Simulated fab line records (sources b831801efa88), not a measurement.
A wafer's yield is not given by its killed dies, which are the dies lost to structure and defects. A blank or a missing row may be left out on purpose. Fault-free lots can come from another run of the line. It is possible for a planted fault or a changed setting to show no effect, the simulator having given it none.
2 desks, one fault	flow gf180mcu	each desk has only its own numbers; what lay behind them comes last

## METROLOGY DESK
What the gauges read, lot by lot, whatever tool the lot ran on: means of the sampled wafers that have a number. The brackets show how far a lot's mean lies from the usual mean; more than 4 standard deviations puts the lot out of limits, marked OUT.
Columns: A = VT_IMPLANT_02_OVL at GF_VT_IMPLANT_OVL_MEAS_29, usual 0.9 nm
lot	first seen here	A
L234	day 6 18:48	1.9
L236	day 7 07:33	3.1
L237	day 7 12:55	-0.6
L240	day 8 10:54	0.6
L242	day 8 23:55	1.6
L243	day 9 07:39	3.1
L244	day 9 13:45	1.9
L245	day 9 19:29	-0.4
L246	day 10 02:38	-1.9
L247	day 10 10:02	0.8
L248	day 10 20:44	0.8
L249	day 11 08:40	1.0
L250	day 11 17:50	1.0
Result from this desk: across the 13 lots, nothing is out of limits.

## TOOL OWNER'S DESK, rie si-01
The tool's own readings at GF_POLY_GATE_ETCH_13 (etches poly-Si in HBr/Cl2, stops on SiO2, target depth 198.5 nm, time 69.6 s): means of the sampled wafers that have a number, for each lot that ran on this tool. The brackets show how far a lot's mean lies from the usual mean; more than 4 standard deviations puts the lot out of limits, marked OUT.
Columns: A = drypump motor current A at GF_POLY_GATE_ETCH_13, usual 5.9 A; B = oes product au at GF_POLY_GATE_ETCH_13, usual 0.988 a.u.; C = run length s at GF_POLY_GATE_ETCH_13, usual 97.9 s; D = throttle valve pct at GF_POLY_GATE_ETCH_13, usual 33.684 %
lot	first seen here	A	B	C	D
L236	day 9 16:34	6.3	0.988	98.0	33.675
L237	day 9 19:23	6.3	0.990	97.6	33.691
L240	day 10 22:57	6.0	0.987	97.9	33.687
L245	day 12 14:24	6.1	0.979	98.0	33.688
L246	day 12 20:56	6.5	0.992	97.9	33.683
L247	day 13 06:22	6.3	0.984	97.8	33.681
L248	day 13 17:11	6.1	1.001	91.0 (-20) OUT	33.685
L250	day 14 11:17	6.3	0.981	90.9 (-21) OUT	33.678
This desk's finding: out of limits on L248, L250; first on L248, day 13 17:11 (run length s at GF_POLY_GATE_ETCH_13). L236, L237, L240, L245, L246, L247: within limits.

## PUT TOGETHER
At day 13 17:11, on L248, L250, the tool owner's desk was in a position to raise an alarm.
The metrology desk saw nothing out of limits.
The metrology desk holds a record of L248, L250, inside its limits.
GF_POLY_GATE_ETCH_13 was run on rie si-01 by each of the lots named.

## WHAT THE SIMULATOR HAD INSERTED
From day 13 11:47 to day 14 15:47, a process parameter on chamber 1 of rie si-01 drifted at GF_POLY_GATE_ETCH_13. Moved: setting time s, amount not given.
Shown lots that were struck: L248, L250.
Time in hours from fault onset to the first out-of-limits reading at each desk: the tool owner's desk, 5.
